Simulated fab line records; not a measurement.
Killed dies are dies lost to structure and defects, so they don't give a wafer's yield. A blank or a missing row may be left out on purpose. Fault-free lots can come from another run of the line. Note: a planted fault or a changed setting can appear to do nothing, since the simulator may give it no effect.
A struck lot beside a sound one -- flow sky130 -- 15 steps out of a route of 708
Sound: these wafers, L518.1, L518.2, L518.4. The struck wafers were L507.1, L507.3, L507.5. At the end, the cause is stated.
Per side, at each step with rows, come the tool, then ch with its chambers, and then its first start. Under that, the readings that differ: sound wafers -- struck wafers -- difference of the means -- sigmas: that difference in standard deviations of wafers without a fault.
alike: a reading whose means differ by less than 2 such deviations, as well as words and numbers matching on both sides. not compared: withheld readings; readings where some wafer has no value; bounds like >300 that might hide an equal value; numbers whose values overlap and for which the record gives no deviation.
The two part at a step that has a row with sigmas, a row that says differs or no value, or rows on one side only. When numbers do not overlap yet have no deviation, they are printed without sigmas and do not part them. A reading that every wafer of one side lacks parts them only if that side has two wafers or more.

SKY_METAL2_SPUTTER_02: material AlCu, target thk 250 nm, time 13.3 s.
  sound: pvd-sputter-02 at day 39 20:48; struck: pvd-sputter-02 at day 36 16:01
  alike: throttle-valve-pct
SKY_METAL2_SPUTTER_03: material Ti, target thk 5 nm, time 3.3 s.
  sound: pvd-sputter-02 at day 39 20:49; struck: pvd-sputter-02 at day 36 16:02
  alike: throttle-valve-pct
SKY_METAL2_SPUTTER_04: material TiN, target thk 70 nm, time 58.3 s.
  sound: pvd-sputter-02 at day 39 20:50; struck: pvd-sputter-02 at day 36 16:04
  alike: throttle-valve-pct
SKY_METAL2_RS_MEAS_05: a four-point-probe measurement.
  sound: film-metro-01 at day 39 20:53; struck: film-metro-01 at day 36 16:06
  alike: METAL2_ALCU_RS
SKY_METAL2_THK_MEAS_06: measures by xrf.
  sound: film-metro-01 at day 39 21:01; struck: film-metro-01 at day 36 16:13
  alike: METAL2_ALCU_THK
then, 7 steps without rows for these wafers: SKY_METAL2_DEHYDRATE_07 (time 60 s); SKY_METAL2_HMDS_08 (prime time 60 s); SKY_METAL2_COAT_09 (resist thk 60 nm); SKY_METAL2_COAT_10 (resist thk 450 nm); SKY_METAL2_SOFTBAKE_11 (time 90 s); SKY_METAL2_EXPOSE_12 (exposes mask MM2, target cd 140 nm); SKY_METAL2_PEB_13.
SKY_METAL2_DEVELOP_14: develop time 60 s.
  sound on litho-track-01 ch 0, day 40 20:00; struck on litho-track-03 ch 0, day 37 17:00
reading,sound,struck,difference,sigmas
developer-temp-C (C),20.86 21.18 21.02,22.02 21.85 21.99,+0.93,+9
SKY_METAL2_CD_MEAS_15 targets a cd of 140 nm.
  sound: cd-sem-01 at day 40 20:12; struck: cd-sem-01 at day 37 18:07
  alike: cd-nm
-- the record jumps here: 10 days lie between the struck wafers' starts before and after (it left off in module METAL2 and takes up again in module PAD_OPEN, whose first step shown is number 708 of the route) --
SKY_PAD_OPEN_PROBE_99:
  sound: prober-02 at day 49 21:13; struck: prober-01 at day 47 16:40
  alike: defect-limited-yield, killed_at_M0_to_M3, killed_at_M4_up, killed-at-contacts, killed-at-front-end, killed-at-other, killed-dies, killed-open, killed-short, sort_bin_3_pad_short, sort_bin_5_function, sort_bin_6_memory, sort-n-pass, sort-yield-pct

== WHERE THEY PART ==
SKY_METAL2_DEVELOP_14 only, going by this record. Later steps at which nothing parts them and some readings are alike: SKY_METAL2_CD_MEAS_15, SKY_PAD_OPEN_PROBE_99.

WHY: the cause the simulator had injected
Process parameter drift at SKY_METAL2_DEVELOP_14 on litho-track-03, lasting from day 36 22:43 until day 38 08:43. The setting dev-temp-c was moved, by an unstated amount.
